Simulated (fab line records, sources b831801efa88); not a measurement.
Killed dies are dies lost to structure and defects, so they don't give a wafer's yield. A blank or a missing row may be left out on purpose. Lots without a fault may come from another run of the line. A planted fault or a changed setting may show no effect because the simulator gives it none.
Which tool did it? | flow sky130 | 24 lots, 72 wafers sampled, at 2 steps of a route of 708

WHAT THE GAUGES READ, wafer by wafer
SKY_LOCAL_INTERCONNECT_OVL_MEAS_12.
lot  | measured     | on         | LOCAL_INTERCONNECT_OVL (nm)
L074 | day 30 08:56 | overlay-02 | 0 8 3
L077 | day 30 20:52 | overlay-02 | 11 -1 6
L075 | day 30 21:43 | overlay-02 | 6 5 -5
L076 | day 31 01:59 | overlay-02 | 7 9 11
L078 | day 31 06:52 | overlay-02 | 5 9 7
L079 | day 31 09:55 | overlay-02 | 3 5 -1
L080 | day 32 02:55 | overlay-02 | -2 5 6
L081 | day 32 18:32 | overlay-02 | 4 1 -4
L082 | day 32 19:03 | overlay-02 | 0 -2 -4
L083 | day 33 02:48 | overlay-02 | 10 4 5
L084 | day 33 14:39 | overlay-01 | -2 6 10
L085 | day 34 11:40 | overlay-02 | -4 5 -9
L086 | day 34 14:17 | overlay-01 | 2 9 -5
L087 | day 34 15:37 | overlay-02 | 8 7 4
L088 | day 34 20:58 | overlay-02 | 4 8 4
L089 | day 35 02:32 | overlay-01 | -3 -4 3
L090 | day 35 14:32 | overlay-01 | 0 -2 0
L091 | day 35 17:42 | overlay-01 | 2 -4 6
L092 | day 35 19:47 | overlay-02 | 1 8 2
L093 | day 36 05:52 | overlay-01 | -11 -16 -7
L094 | day 36 22:31 | overlay-01 | 7 5 8
L095 | day 36 23:57 | overlay-02 | 3 6 3
L096 | day 37 08:51 | overlay-01 | 9 -3 -1
L097 | day 37 21:41 | overlay-02 | -2 1 1

SKY_METAL2_THK_MEAS_06: measures by xrf.
lot  | measured     | on            | METAL2_ALCU_THK (nm)
L074 | day 33 20:13 | film_metro-01 | 251 256 249
L077 | day 34 09:35 | film_metro-03 | 252 254 255
L075 | day 34 12:25 | film_metro-04 | 256 256 256
L076 | day 34 16:10 | film_metro-01 | 255 253 255
L078 | day 34 20:59 | film_metro-03 | 252 254 251
L079 | day 35 00:03 | film_metro-04 | 256 252 254
L080 | day 35 17:24 | film_metro-01 | 249 249 249
L081 | day 36 07:58 | film_metro-01 | 252 250 254
L082 | day 36 09:56 | film_metro-01 | 260 256 253
L083 | day 36 17:18 | film_metro-03 | 246 249 248
L084 | day 37 04:48 | film_metro-03 | 254 248 250
L085 | day 38 02:12 | film_metro-01 | 243 247 246
L086 | day 38 06:33 | film_metro-03 | 253 246 249
L087 | day 38 07:13 | film_metro-03 | 252 255 250
L088 | day 38 11:55 | film_metro-01 | 253 253 258
L089 | day 38 17:17 | film_metro-03 | 249 252 244
L090 | day 39 05:02 | film_metro-03 | 250 253 257
L091 | day 39 07:53 | film_metro-01 | 253 247 246
L092 | day 39 11:28 | film_metro-03 | 248 247 246
L093 | day 39 19:36 | film_metro-01 | 246 258 251
L094 | day 40 12:35 | film_metro-01 | 257 258 261
L095 | day 40 13:23 | film_metro-04 | 252 252 254
L096 | day 40 19:55 | film_metro-03 | 250 246 249
L097 | day 41 07:45 | film_metro-04 | 254 253 249

WHICH TOOL RAN EACH LOT (tool, then ch and the chambers of the sampled wafers, then the start)
The record holds no process step before these readings.

WHAT THE TOOLS THEMSELVES READ (means of the sampled wafers that have a number; where no wafer has one, the mark that the record gives instead)
The record holds no such reading with a usual standard deviation.

THE ANSWER, worked out from the rows above alone
Rule: what is usual is taken from the lots themselves. Put in order of their means at a reading, lots are off if they are a third of the lots or fewer, leave a main group of 4 or more, and stand apart from it by a gap of 3 or more times the standard deviation of the main group's means; of several such gaps the widest counts. A main group whose means are all the same, to the digits that the tables above print for the reading, isn't used. A lot without any number at a reading at which 4 lots or more have one is off too. The other lots that the step has rows for count as sound. The gauges are gone through in route order, then the tools' own readings, and for those a lot's mean is taken as printed above. The first step at which some lot is off is used, and at that step the reading that is off furthest; a lot without a number counts as furthest.
No lot is off at any reading shown: from this, nothing can be told.

WHAT THE SIMULATOR HAD PUT IN
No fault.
